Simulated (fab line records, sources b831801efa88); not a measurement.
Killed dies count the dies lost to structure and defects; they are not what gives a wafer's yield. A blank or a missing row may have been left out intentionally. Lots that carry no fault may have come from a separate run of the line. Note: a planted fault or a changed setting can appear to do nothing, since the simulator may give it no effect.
Chamber matching -- flow gf180mcu -- GF_CONTACT_CMP_27 on cmp-01: 4 sister chambers
The step polishes, stops on SiO2, t overpolish 15 s, target thk 0 nm. 4 wafers are shown with their chamber, then 8 later ones without.

== WAFERS WITH THEIR CHAMBER ==
wafer,chamber,motor current A (A)
L227.3,3,14.0
L238.1,1,11.2
L238.4,2,11.5
L241.2,0,9.6

== WAFERS WITHOUT THEIR CHAMBER ==
wafer,motor current A (A)
L241.3,11.6
L241.5,13.2
L242.2,11.9
L242.3,9.5
L242.4,13.3
L245.1,10.2
L245.2,13.5
L245.3,11.5

== EACH ONE'S CHAMBER ==
wafer,from the rows above,in truth
L241.3,can't be placed: 2 or 1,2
L241.5,can't be placed: 3 or 2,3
L242.2,can't be placed: 2 or 1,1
L242.3,0,0
L242.4,3,3
L245.1,can't be placed: 0 or 1 or 2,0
L245.2,3,3
L245.3,can't be placed: 2 or 1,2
Correctly placed: 3 of 8. Can't be placed from these rows: 5 (the true chamber is among the candidates in 5). Number placed wrongly: 0.
How it was worked out, from the rows above alone: a wafer's distance from a chamber is the root of the sum, over the readings, of the square of ((its reading less the chamber's mean) divided by the reading's scatter). The wafer belongs to the nearest chamber; if the next one is less than 2 further off, it can't be placed. Each chamber's mean is taken over the wafers shown for it. The scatter: root of mean squared gap, hidden wafer to nearest shown wafer, with one shown wafer a chamber.
